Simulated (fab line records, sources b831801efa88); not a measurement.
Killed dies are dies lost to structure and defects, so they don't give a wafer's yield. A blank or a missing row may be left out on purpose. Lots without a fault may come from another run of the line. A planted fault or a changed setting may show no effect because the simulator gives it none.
fab line records | flow sky130
record lots=12 wafers=36 last_day=50
route steps=708 shown METAL2@498 VIA2@520 CAPM@537 METAL3@567 PAD_OPEN@708
lots that met no fault: from a run of the same line without faults
start_h: hours from the record's first day to the start of the lot's first wafer shown | wait_h: hours since the lot's step before | " the same as in the row above | L1.1+2: a row that stands for several wafers | - no value, or no start given | * or withheld: withheld | < > ~ a bound
route shown NAME@n: a module of which the file shows steps, and the number in the route of the first | usual: mean/standard deviation of fault-free wafers | same: alike in all rows | chamber/n: place in a boat | sites: the reading at each site | _std_site: their standard deviation | _edge_site: outer sites' mean less inner sites' | radius_mm: how far each site lies from the wafer's centre | mask NAME#n: copy n | behind: the tool/chamber that last shaped the wafer | hold: why the lot was held/for how many hours/how that ended | device: the transistor (n, p or np) that didn't switch | end of line: the same wafers' tests at the end of the route | a step without rows: its recipe alone | killed: dies lost to structure and defects at the first sort, not the wafer's yield | map: a wafer's dies, x killed, . not, _ none there
set.NAME: the setting as run; set.NAME@STEP: as run at that earlier step | model.NAME: the simulator's own value behind a step, which no gauge read
steps of the route over a sample of lots; a table a step, a row a wafer
services: from which hour (start_h, from the record's first day; less than 0 if before it) a tool's chamber was out of use, for how many hours, and why
## steps
# step SKY_METAL2_CD_MEAS_15
# recipe target_cd_nm=140
# usual cd_nm=140.2/1.6
# columns lot.wafer tool chamber start_h wait_h cd_nm
L485.1 cd_sem-02 - 821.06 - 141.3
L485.3 " - " " 139.6
L485.5 " - " " 141.7
L487.1 cd_sem-01 - 848.30 - 142.0
L487.2 " - " " 140.2
L487.6 " - " " 142.4
L489.1 cd_sem-02 - 855.87 - 142.7
L489.2 " - " " 142.6
L489.3 " - " " 142.0
L492.3 cd_sem-01 - 879.55 - 142.3
L492.4 " - " " 141.9
L492.6 " - " " 141.7
L493.1 cd_sem-02 - 885.17 - 141.6
L493.2 " - " " 139.4
L493.3 " - " " 139.9
L495.2 cd_sem-02 - 904.68 - 142.6
L495.5 " - " " 139.0
L495.6 " - " " 141.4
L500.1 cd_sem-02 - 954.07 - 137.4
L500.2 " - " " 138.9
L500.5 " - " " 136.8
L504.3 cd_sem-02 - 960.51 - 138.9
L504.5 " - " " 139.9
L504.6 " - " " 138.6
L505.1 cd_sem-02 - 965.07 - 140.7
L505.3 " - " " 140.0
L505.4 " - " " 140.9
L507.3 cd_sem-02 - 980.29 - 137.7
L507.4 " - " " 140.0
L507.5 " - " " 137.5
L506.2 cd_sem-01 - 980.92 - 141.7
L506.3 " - " " 139.9
L506.4 " - " " 140.4
L508.1 cd_sem-02 - 985.62 - 143.4
L508.2 " - " " 143.9
L508.5 " - " " 143.1
# step SKY_VIA2_OVL_MEAS_13
# usual VIA2_OVL=-4/5.1
# columns lot.wafer tool chamber start_h wait_h VIA2_OVL[nm]
L485.1 overlay-01 - 850.52 0.1 -8
L485.3 " - " " -5
L485.5 " - " " -3
L487.1 overlay-01 - 875.59 0.1 1
L487.2 " - " " 4
L487.6 " - " " -9
L489.1 overlay-01 - 884.22 0.1 -3
L489.2 " - " " -1
L489.3 " - " " -5
L492.3 overlay-02 - 906.79 0.1 5
L492.4 " - " " 1
L492.6 " - " " -5
L493.1 overlay-01 - 912.53 0.1 -3
L493.2 " - " " -13
L493.3 " - " " -10
L495.2 overlay-02 - 930.68 0.1 -1
L495.5 " - " " 0
L495.6 " - " " -2
L500.1 overlay-02 - 980.02 0.1 -6
L500.2 " - " " -3
L500.5 " - " " -8
L504.3 overlay-02 - 985.83 0.1 -4
L504.5 " - " " -4
L504.6 " - " " -9
L505.1 overlay-01 - 990.44 0.1 -9
L505.3 " - " " -12
L505.4 " - " " -12
L507.3 overlay-01 - 1005.39 0.1 10
L507.4 " - " " 1
L507.5 " - " " 4
L506.2 overlay-02 - 1005.48 0.1 2
L506.3 " - " " -6
L506.4 " - " " -4
L508.1 overlay-01 - 1010.42 0.1 -1
L508.2 " - " " 6
L508.5 " - " " -1
# step SKY_CAPM_CVD_00
# recipe material=SiO2 target_thk_nm=15.5 temp_c=400 time_s=withheld rf_w=450
# usual heater_power_w=683/110
# columns lot.wafer tool chamber start_h wait_h heater_power_w
L485.1 pecvd-04 0 852.45 0.0 880
L485.3 " 2 " " 764
L485.5 " 0 " " 880
L487.1 pecvd-01 2 877.17 0.0 551
L487.2 " 0 " " 639
L487.6 " 1 " " 510
L489.1 pecvd-03 1 885.82 0.0 628
L489.2 " 2 " " 639
L489.3 " 0 " " 524
L492.3 pecvd-01 0 908.42 0.0 767
L492.4 " 1 " " 501
L492.6 " 2 " " 684
L493.1 pecvd-03 2 916.59 0.0 561
L493.2 " 0 " " 587
L493.3 " 1 " " 692
L495.2 pecvd-03 0 932.27 0.0 544
L495.5 " 1 " " 716
L495.6 " 2 " " 618
L500.1 pecvd-04 1 981.61 0.0 826
L500.2 " 0 " " 813
L500.5 " 0 " " 808
L504.3 pecvd-01 1 987.54 0.0 522
L504.5 " 0 " " 701
L504.6 " 1 " " 527
L505.1 pecvd-01 1 992.00 0.0 487
L505.3 " 1 " " 503
L505.4 " 1 " " 480
L507.3 pecvd-03 1 1007.16 0.0 621
L507.4 " 1 " " 619
L507.5 " 1 " " 648
L506.2 pecvd-04 2 1007.46 0.0 768
L506.3 " 1 " " 819
L506.4 " 0 " " 785
L508.1 pecvd-03 0 1012.00 0.0 576
L508.2 " 1 " " 623
L508.5 " 0 " " 606
# step SKY_CAPM_THK_MEAS_01
# recipe reads=SiO2_of_CAPM_CVD_00
# usual CAPM_CVD_00_THK=15.53/0.29
# columns lot.wafer tool chamber start_h wait_h CAPM_CVD_00_THK[nm]
L485.1 film_metro-04 - 852.47 - 15.47
L485.3 " - " " 15.15
L485.5 " - " " 15.79
L487.1 film_metro-04 - 877.20 - 15.03
L487.2 " - " " 15.12
L487.6 " - " " 15.45
L489.1 film_metro-01 - 885.84 - 15.75
L489.2 " - " " 15.76
L489.3 " - " " 15.77
L492.3 film_metro-04 - 908.46 - 15.63
L492.4 " - " " 15.85
L492.6 " - " " 15.74
L493.1 film_metro-01 - 916.61 - 15.91
L493.2 " - " " 21.85
L493.3 " - " " 21.61
L495.2 film_metro-04 - 932.30 - 21.59
L495.5 " - " " 15.81
L495.6 " - " " 15.98
L500.1 film_metro-03 - 981.63 - 15.41
L500.2 " - " " 15.23
L500.5 " - " " 15.61
L504.3 film_metro-03 - 987.58 - 15.39
L504.5 " - " " 15.63
L504.6 " - " " 15.51
L505.1 film_metro-01 - 992.07 - 15.06
L505.3 " - " " 15.17
L505.4 " - " " 15.18
L507.3 film_metro-01 - 1007.22 - 15.46
L507.4 " - " " 15.65
L507.5 " - " " 15.27
L506.2 film_metro-01 - 1007.50 - 15.20
L506.3 " - " " 15.56
L506.4 " - " " 15.75
L508.1 film_metro-03 - 1012.03 - 15.41
L508.2 " - " " 15.55
L508.5 " - " " 15.71
# step SKY_CAPM_RS_MEAS_03
# recipe thk_meas_gauge=four-point-probe reads=TiN_of_CAPM_SPUTTER_02
# usual CAPM_TIN_RS=6.90/0.1
# columns lot.wafer tool chamber start_h wait_h CAPM_TIN_RS[ohm/sq]
L485.1 film_metro-04 - 852.64 0.1 6.90
L485.3 " - " " 6.91
L485.5 " - " " 6.91
L487.1 film_metro-03 - 877.37 0.1 6.82
L487.2 " - " " 7.02
L487.6 " - " " 6.85
L489.1 film_metro-04 - 886.01 0.1 6.91
L489.2 " - " " 6.90
L489.3 " - " " 6.78
L492.3 film_metro-03 - 908.65 0.1 6.89
L492.4 " - " " 6.89
L492.6 " - " " 7.12
L493.1 film_metro-03 - 916.78 0.1 6.84
L493.2 " - " " 7.02
L493.3 " - " " 6.89
L495.2 film_metro-03 - 932.48 0.1 6.85
L495.5 " - " " 6.83
L495.6 " - " " 6.80
L500.1 film_metro-03 - 981.80 0.1 6.82
L500.2 " - " " 6.79
L500.5 " - " " 6.79
L504.3 film_metro-01 - 987.77 0.1 6.89
L504.5 " - " " 6.76
L504.6 " - " " 6.92
L505.1 film_metro-04 - 992.24 0.1 6.75
L505.3 " - " " 6.84
L505.4 " - " " 6.80
L507.3 film_metro-04 - 1007.41 0.1 6.79
L507.4 " - " " 6.74
L507.5 " - " " 6.76
L506.2 film_metro-01 - 1007.67 0.1 6.90
L506.3 " - " " 6.96
L506.4 " - " " 6.79
L508.1 film_metro-01 - 1012.20 0.1 6.90
L508.2 " - " " 6.94
L508.5 " - " " 6.97
# step SKY_METAL3_ETCH_17
# recipe target=SiO2 stop_on=TiN chemistry=C4F8/O2/Ar source_w=1500 bias_w=1200 pressure_mtorr=40 c4f8_flow_sccm=withheld O2_flow_sccm=6 Ar_flow_sccm=300 time_s=3.9 target_depth_a=150
# usual chamber_pressure_mTorr=40.00/0.062 oes_product_au=0.755/0.008
# columns lot.wafer tool chamber start_h wait_h chamber_pressure_mTorr oes_product_au rf_hours_counter_h
L485.1 rie_diel-02 0 905.20 0.1 40.06 0.758 14
L485.3 " 3 " " 39.99 0.741 21
L485.5 " 2 " " 40.04 0.764 -
L487.1 rie_diel-04 3 928.15 0.1 40.01 0.746 17
L487.2 " 0 " " 39.97 0.746 1
L487.6 " 0 " " 40.02 0.749 -
L489.1 rie_diel-02 0 936.80 0.1 40.08 0.762 15
L489.2 " 2 " " 40.05 0.756 1
L489.3 " 3 " " 40.00 0.762 22
L492.3 rie_diel-02 1 958.56 0.0 39.99 0.750 3
L492.4 " 2 " " 40.00 0.746 2
L492.6 " 2 " " 39.93 0.758 -
L493.1 rie_diel-02 3 965.60 0.1 39.98 0.771 23
L493.2 " 1 " " 39.97 0.903 4
L493.3 " 0 " " 40.00 0.905 16
L495.2 rie_diel-02 2 981.90 0.1 39.97 0.902 2
L495.5 " 1 " " 40.03 0.754 -
L495.6 " 0 " " 40.03 0.775 -
L500.1 rie_diel-03 0 1028.58 0.2 40.03 0.751 16
L500.2 " 3 " " 39.98 0.752 17
L500.5 " 2 " " 40.03 0.759 -
L504.3 rie_diel-03 3 1034.70 0.0 39.96 0.750 18
L504.5 " 2 " " 39.99 0.756 -
L504.6 " 3 " " 39.96 0.752 -
L505.1 rie_diel-04 1 1038.75 0.1 39.98 0.741 8
L505.3 " 2 " " 40.01 0.749 27
L505.4 " 0 " " 40.07 0.744 5
L507.3 rie_diel-02 1 1052.95 0.0 39.99 0.748 6
L507.4 " 0 " " 39.97 0.762 19
L507.5 " 2 " " 40.00 0.749 -
L506.2 rie_diel-03 1 1053.11 0.1 39.99 0.744 15
L506.3 " 0 " " 39.99 0.758 17
L506.4 " 3 " " 39.98 0.754 18
L508.1 rie_diel-03 0 1057.34 0.2 40.02 0.748 17
L508.2 " 3 " " 39.92 0.753 18
L508.5 " 2 " " 40.03 0.757 -
# step SKY_PAD_OPEN_PROBE_99
# usual defect_limited_yield=82.4/1.9 killed_at_M0_to_M3=44/6.5 killed_at_M4_up=3.0/1.5 killed_at_contacts=25/5.1 killed_at_front_end=14/4.1 killed_at_other=0.3/0.57 killed_dies=87/9.5 killed_on_rim=17/3.9 killed_open=48/6.8 killed_short=39/6.2
# same gross_dies=492 killed_at_back_side=0
# columns lot.wafer tool chamber start_h wait_h defect_limited_yield[%] killed_at_M0_to_M3 killed_at_M4_up killed_at_contacts killed_at_front_end killed_at_other killed_dies killed_on_rim killed_open killed_short
L485.1 prober-02 - 1076.15 0.1 85.0 38 1 21 12 2 74 13 37 37
L485.3 prober-02 - 1076.25 0.2 84.6 41 4 20 11 0 76 20 39 37
L485.5 prober-02 - 1076.35 0.2 83.5 35 6 29 11 0 81 16 46 35
L487.1 prober-01 - 1097.15 0.1 78.9 53 3 27 20 1 104 24 54 49
L487.2 prober-01 - 1097.20 0.1 81.5 53 4 22 12 0 91 16 58 33
L487.6 prober-01 - 1097.40 0.2 84.8 31 3 25 15 1 75 20 43 32
L489.1 prober-02 - 1104.67 0.1 82.9 41 3 30 10 0 84 18 48 36
L489.2 prober-02 - 1104.72 0.1 81.9 48 3 25 12 1 89 16 47 41
L489.3 prober-02 - 1104.77 0.2 82.5 43 3 25 14 1 86 14 52 34
L492.3 prober-01 - 1123.97 0.2 79.5 56 4 24 16 1 101 24 52 47
L492.4 prober-01 - 1124.02 0.2 83.3 44 3 22 13 0 82 21 45 37
L492.6 prober-01 - 1124.12 0.2 81.9 51 3 24 11 0 89 19 44 45
L493.1 prober-02 - 1129.64 0.1 85.6 40 1 19 11 0 71 16 40 31
L493.2 prober-02 - 1129.69 0.1 82.9 42 4 29 9 0 84 12 44 40
L493.3 prober-02 - 1129.74 0.2 80.3 43 5 35 14 0 97 21 58 39
L495.2 prober-02 - 1142.29 0.1 80.3 51 7 29 9 1 97 19 56 41
L495.5 prober-02 - 1142.44 0.2 85.2 33 0 22 18 0 73 13 38 35
L495.6 prober-02 - 1142.49 0.2 83.9 48 3 13 15 0 79 16 40 39
L500.1 prober-02 - 1178.88 0.1 80.9 46 3 25 19 1 94 26 46 48
L500.2 prober-02 - 1178.93 0.1 81.5 50 1 25 14 1 91 20 58 33
L500.5 prober-02 - 1179.08 0.2 79.3 48 3 25 25 1 102 25 56 45
L504.3 prober-02 - 1183.65 0.2 85.0 47 4 19 4 0 74 13 37 37
L504.5 prober-02 - 1183.75 0.2 83.5 44 5 21 11 0 81 16 49 32
L504.6 prober-02 - 1183.80 0.2 81.5 45 4 28 14 0 91 15 44 47
L505.1 prober-02 - 1186.51 0.1 83.7 37 2 28 13 0 80 11 43 37
L505.3 prober-02 - 1186.61 0.2 82.5 49 3 26 8 0 86 14 51 35
L505.4 prober-02 - 1186.66 0.2 83.3 49 2 25 6 0 82 14 48 34
L507.3 prober-01 - 1195.77 0.2 82.7 38 3 25 18 1 85 17 52 33
L507.4 prober-01 - 1195.82 0.2 83.7 32 2 25 21 0 80 13 37 43
L507.5 prober-01 - 1195.87 0.2 84.8 40 3 17 14 1 75 10 34 41
L506.2 prober-02 - 1196.67 0.1 83.1 46 3 23 11 0 83 20 40 43
L506.3 prober-02 - 1196.72 0.2 88.0 33 1 12 13 0 59 8 31 28
L506.4 prober-02 - 1196.77 0.2 83.5 43 3 21 14 0 81 21 47 34
L508.1 prober-01 - 1200.10 0.1 81.1 44 2 28 19 0 93 23 49 44
L508.2 prober-01 - 1200.15 0.1 82.5 41 2 26 17 0 86 17 49 37
L508.5 prober-01 - 1200.30 0.2 85.0 39 4 20 11 0 74 12 40 34
# killed by level:class
L485.1 VIA1:geometric_particle:open=10 VIA2:geometric_particle:short=8 CONTACT:geometric_particle:open=7 LI_CONTACT:geometric_particle:open=6 CONTACT:geometric_particle:short=6 METAL1:geometric_particle:short=5 VIA3:geometric_particle:open=4 FIELD_ISO:geometric_particle:open=3
L485.3 VIA1:geometric_particle:open=10 LI_CONTACT:geometric_particle:open=9 FIELD_ISO:geometric_particle:short=7 CONTACT:geometric_particle:open=6 METAL3:geometric_particle:short=5 VIA3:geometric_particle:short=5 VIA2:geometric_particle:open=4 METAL1:geometric_particle:short=4
L485.5 CONTACT:geometric_particle:open=10 LI_CONTACT:geometric_particle:open=8 VIA1:geometric_particle:open=7 VIA2:geometric_particle:open=7 CONTACT:geometric_particle:short=5 FIELD_ISO:geometric_particle:short=4 METAL2:geometric_particle:short=4 VIA3:geometric_particle:open=4
L487.1 CONTACT:geometric_particle:open=14 VIA1:geometric_particle:open=9 VIA2:geometric_particle:open=9 FIELD_ISO:geometric_particle:short=8 FIELD_ISO:geometric_particle:open=7 METAL1:geometric_particle:short=6 VIA1:geometric_particle:short=6 METAL2:geometric_particle:short=6
L487.2 VIA1:geometric_particle:open=20 CONTACT:geometric_particle:open=9 VIA2:geometric_particle:open=8 LI_CONTACT:geometric_particle:open=6 METAL1:geometric_particle:short=5 FIELD_ISO:geometric_particle:short=4 VIA3:geometric_particle:open=4 VIA2:geometric_particle:short=4
L487.6 CONTACT:geometric_particle:open=10 LI_CONTACT:geometric_particle:open=5 VIA1:geometric_particle:open=5 FIELD_ISO:geometric_particle:short=4 POLY_GATE:geometric_particle:open=4 VIA2:geometric_particle:open=4 CONTACT:geometric_particle:short=4 VIA1:geometric_particle:short=4
L489.1 CONTACT:geometric_particle:open=11 VIA2:geometric_particle:open=10 LI_CONTACT:geometric_particle:open=8 CONTACT:geometric_particle:short=7 VIA1:geometric_particle:short=7 VIA1:geometric_particle:open=5 VIA3:geometric_particle:open=5 METAL2:geometric_particle:short=4
L489.2 VIA1:geometric_particle:open=9 LI_CONTACT:geometric_particle:open=8 METAL1:geometric_particle:short=8 CONTACT:geometric_particle:open=8 VIA2:geometric_particle:open=8 FIELD_ISO:geometric_particle:short=6 VIA3:geometric_particle:open=6 VIA1:geometric_particle:short=5
L489.3 VIA1:geometric_particle:open=12 LI_CONTACT:geometric_particle:open=10 CONTACT:geometric_particle:open=9 VIA2:geometric_particle:open=6 METAL2:geometric_particle:short=5 VIA1:geometric_particle:short=4 VIA2:geometric_particle:short=4 VIA3:geometric_particle:open=3
L492.3 VIA3:geometric_particle:open=9 VIA2:geometric_particle:short=8 VIA2:geometric_particle:open=7 VIA1:geometric_particle:open=7 LI_CONTACT:geometric_particle:open=6 LOCAL_INTERCONNECT:geometric_particle:short=6 CONTACT:geometric_particle:open=6 METAL1:geometric_particle:short=6
L492.4 VIA1:geometric_particle:open=11 CONTACT:geometric_particle:open=8 FIELD_ISO:geometric_particle:short=7 CONTACT:geometric_particle:short=6 VIA3:geometric_particle:open=6 VIA1:geometric_particle:short=6 VIA2:geometric_particle:open=6 LI_CONTACT:geometric_particle:open=5
L492.6 CONTACT:geometric_particle:open=12 METAL2:geometric_particle:short=10 VIA1:geometric_particle:open=9 METAL1:geometric_particle:short=7 LI_CONTACT:geometric_particle:open=6 VIA1:geometric_particle:short=6 VIA3:geometric_particle:open=6 CONTACT:geometric_particle:short=4
L493.1 VIA2:geometric_particle:open=10 VIA1:geometric_particle:open=8 VIA3:geometric_particle:open=7 CONTACT:geometric_particle:short=5 CONTACT:geometric_particle:open=5 LI_CONTACT:geometric_particle:open=4 FIELD_ISO:geometric_particle:short=3 LOCAL_INTERCONNECT:geometric_particle:short=3
L493.2 CONTACT:geometric_particle:open=10 VIA1:geometric_particle:open=9 VIA2:geometric_particle:open=7 METAL1:geometric_particle:short=7 LI_CONTACT:geometric_particle:short=6 LI_CONTACT:geometric_particle:open=6 VIA2:geometric_particle:short=5 VIA3:geometric_particle:open=5
L493.3 CONTACT:geometric_particle:open=14 VIA1:geometric_particle:open=11 LI_CONTACT:geometric_particle:open=10 VIA2:geometric_particle:open=8 LOCAL_INTERCONNECT:geometric_particle:short=5 VIA1:geometric_particle:short=5 LI_CONTACT:geometric_particle:short=4 METAL2:geometric_particle:short=4
L495.2 CONTACT:geometric_particle:open=11 VIA1:geometric_particle:open=11 LI_CONTACT:geometric_particle:open=9 METAL2:geometric_particle:short=6 VIA3:geometric_particle:open=6 VIA1:geometric_particle:short=5 METAL3:geometric_particle:short=5 LI_CONTACT:geometric_particle:short=4
L495.5 LI_CONTACT:geometric_particle:open=9 METAL2:geometric_particle:short=7 FIELD_ISO:geometric_particle:open=6 POLY_GATE:geometric_particle:short=5 CONTACT:geometric_particle:open=5 VIA1:geometric_particle:short=5 VIA1:geometric_particle:open=5 VIA3:geometric_particle:open=5
L495.6 METAL2:geometric_particle:short=11 VIA3:geometric_particle:open=10 VIA2:geometric_particle:open=8 VIA1:geometric_particle:open=5 SPACER:geometric_particle:open=4 CONTACT:geometric_particle:open=4 METAL1:geometric_particle:short=4 FIELD_ISO:geometric_particle:short=3
L500.1 VIA1:geometric_particle:open=11 METAL1:geometric_particle:short=10 CONTACT:geometric_particle:open=9 LI_CONTACT:geometric_particle:open=6 CONTACT:geometric_particle:short=6 VIA3:geometric_particle:open=6 FIELD_ISO:geometric_particle:open=5 FIELD_ISO:geometric_particle:short=5
L500.2 VIA1:geometric_particle:open=15 VIA2:geometric_particle:open=11 LI_CONTACT:geometric_particle:open=10 FIELD_ISO:geometric_particle:open=6 METAL2:geometric_particle:short=5 CONTACT:geometric_particle:open=5 VIA3:geometric_particle:open=4 CONTACT:geometric_particle:short=4
L500.5 VIA1:geometric_particle:open=16 CONTACT:geometric_particle:open=8 FIELD_ISO:geometric_particle:open=7 LI_CONTACT:geometric_particle:open=7 VIA2:geometric_particle:open=7 FIELD_ISO:geometric_particle:short=6 METAL2:geometric_particle:short=6 POLY_GATE:geometric_particle:short=6
L504.3 VIA1:geometric_particle:open=11 LI_CONTACT:geometric_particle:open=8 METAL2:geometric_particle:short=7 VIA3:geometric_particle:open=6 VIA1:geometric_particle:short=5 VIA2:geometric_particle:open=5 METAL3:geometric_particle:short=5 LOCAL_INTERCONNECT:geometric_particle:short=4
L504.5 LI_CONTACT:geometric_particle:open=9 VIA1:geometric_particle:open=9 CONTACT:geometric_particle:open=8 VIA3:geometric_particle:open=7 METAL1:geometric_particle:short=5 METAL2:geometric_particle:short=5 METAL2:geometric_particle:open=5 VIA3:geometric_particle:short=4
L504.6 VIA1:geometric_particle:open=13 CONTACT:geometric_particle:open=11 VIA1:geometric_particle:short=7 LI_CONTACT:geometric_particle:open=5 LI_CONTACT:geometric_particle:short=5 METAL2:geometric_particle:short=5 FIELD_ISO:geometric_particle:short=4 VIA3:geometric_particle:open=4
L505.1 CONTACT:geometric_particle:open=12 VIA3:geometric_particle:open=8 METAL1:geometric_particle:short=7 VIA1:geometric_particle:open=7 LI_CONTACT:geometric_particle:open=5 VIA1:geometric_particle:short=5 VIA2:geometric_particle:open=5 FIELD_ISO:geometric_particle:short=4
L505.3 VIA1:geometric_particle:open=14 CONTACT:geometric_particle:open=14 METAL1:geometric_particle:short=7 VIA3:geometric_particle:open=7 VIA2:geometric_particle:open=6 LI_CONTACT:geometric_particle:open=5 METAL2:geometric_particle:short=4 VIA3:geometric_particle:short=4
L505.4 VIA1:geometric_particle:open=13 VIA3:geometric_particle:open=12 LI_CONTACT:geometric_particle:open=9 CONTACT:geometric_particle:open=8 CONTACT:geometric_particle:short=4 METAL2:geometric_particle:short=4 METAL3:geometric_particle:short=4 VIA3:geometric_particle:short=4
L507.3 VIA1:geometric_particle:open=11 VIA2:geometric_particle:open=9 POLY_GATE:geometric_particle:open=7 LI_CONTACT:geometric_particle:open=7 CONTACT:geometric_particle:open=7 CONTACT:geometric_particle:short=5 METAL1:geometric_particle:short=4 METAL3:geometric_particle:short=4
L507.4 CONTACT:geometric_particle:open=9 FIELD_ISO:geometric_particle:open=7 LI_CONTACT:geometric_particle:open=6 LI_CONTACT:geometric_particle:short=6 VIA1:geometric_particle:open=6 VIA1:geometric_particle:short=6 FIELD_ISO:geometric_particle:short=5 VIA3:geometric_particle:short=5
L507.5 VIA1:geometric_particle:open=9 METAL2:geometric_particle:short=6 LI_CONTACT:geometric_particle:open=5 VIA1:geometric_particle:short=5 METAL3:geometric_particle:short=4 LOCAL_INTERCONNECT:geometric_particle:short=4 VIA2:geometric_particle:open=4 CONTACT:geometric_particle:open=4
L506.2 VIA3:geometric_particle:open=12 CONTACT:geometric_particle:open=9 VIA1:geometric_particle:open=7 FIELD_ISO:geometric_particle:short=6 CONTACT:geometric_particle:short=6 METAL1:geometric_particle:short=5 VIA1:geometric_particle:short=5 VIA3:geometric_particle:short=5
L506.3 CONTACT:geometric_particle:open=6 FIELD_ISO:geometric_particle:short=5 VIA2:geometric_particle:open=5 VIA2:geometric_particle:short=4 METAL1:geometric_particle:open=4 VIA1:geometric_particle:open=4 METAL1:geometric_particle:short=4 METAL2:geometric_particle:short=4
L506.4 VIA1:geometric_particle:open=9 VIA2:geometric_particle:open=8 VIA3:geometric_particle:open=8 LI_CONTACT:geometric_particle:open=7 CONTACT:geometric_particle:short=6 FIELD_ISO:geometric_particle:open=5 CONTACT:geometric_particle:open=5 METAL1:geometric_particle:short=5
L508.1 VIA1:geometric_particle:open=12 CONTACT:geometric_particle:open=11 VIA3:geometric_particle:open=10 LI_CONTACT:geometric_particle:open=9 FIELD_ISO:geometric_particle:short=6 POLY_GATE:geometric_particle:short=6 METAL1:geometric_particle:short=6 VIA1:geometric_particle:short=5
L508.2 VIA1:geometric_particle:open=14 LI_CONTACT:geometric_particle:open=10 CONTACT:geometric_particle:open=8 FIELD_ISO:geometric_particle:short=7 CONTACT:geometric_particle:short=5 METAL2:geometric_particle:short=5 VIA3:geometric_particle:open=5 VIA1:geometric_particle:short=4
L508.5 VIA1:geometric_particle:open=15 VIA1:geometric_particle:short=6 CONTACT:geometric_particle:open=5 LI_CONTACT:geometric_particle:open=4 LOCAL_INTERCONNECT:geometric_particle:short=4 CONTACT:geometric_particle:short=4 METAL1:geometric_particle:short=4 VIA3:geometric_particle:open=4
## services
# columns tool chamber start_h hours kind
pecvd-04 - 828.62 0.7 repair
rie_diel-02 1 835.60 - clean
rie_diel-02 1 835.60 26.3 scheduled_down
rie_diel-02 1 835.60 26.3 vent_cycle
pecvd-04 - 845.96 5.5 pm
rie_diel-04 0 846.88 5.1 repair
pecvd-04 2 853.74 16.6 repair
pecvd-01 - 859.62 2.8 pm
rie_diel-04 2 861.56 1.4 repair
rie_diel-03 0 865.09 4.3 repair
rie_diel-03 2 869.54 1.7 repair
rie_diel-03 - 869.75 2.8 pm
rie_diel-02 2 870.91 - clean
rie_diel-02 2 870.91 21.2 scheduled_down
rie_diel-02 2 870.91 21.2 vent_cycle
rie_diel-02 3 879.52 4.5 repair
pecvd-04 0 902.01 10.6 repair
pecvd-01 0 988.60 7.7 repair
pecvd-03 2 990.54 18.5 repair
pecvd-03 0 993.78 15.8 repair
rie_diel-04 - 1005.37 14.6 pm
rie_diel-04 1 1028.29 4.7 repair
pecvd-04 - 1031.10 41.9 repair
rie_diel-03 1 1034.36 6.4 repair
## key
first_sign step=SKY_CAPM_THK_MEAS_01 reading=CAPM_CVD_00_THK direction=up sigmas=21 usual=15.53 struck=21.68
effect step=SKY_METAL3_ETCH_17 reading=oes_product_au direction=up sigmas=19 usual=0.755 struck=0.903
met_at SKY_CAPM_CVD_00
struck_lots L493,L495
struck_wafers L493.2,L493.3,L495.2
not_acting_at SKY_METAL2_CD_MEAS_15,SKY_VIA2_OVL_MEAS_13,SKY_CAPM_RS_MEAS_03
onset_between 885.82 916.59
fault kind=process_parameter_drift tool=pecvd-03 chamber=- onset_h=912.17 steps=SKY_CAPM_CVD_00 channel=target_thk_nm offset=6.1905 shape=step end_h=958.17 scope=struck_wafers_only acts_in=these_recipes_only stated=15.5
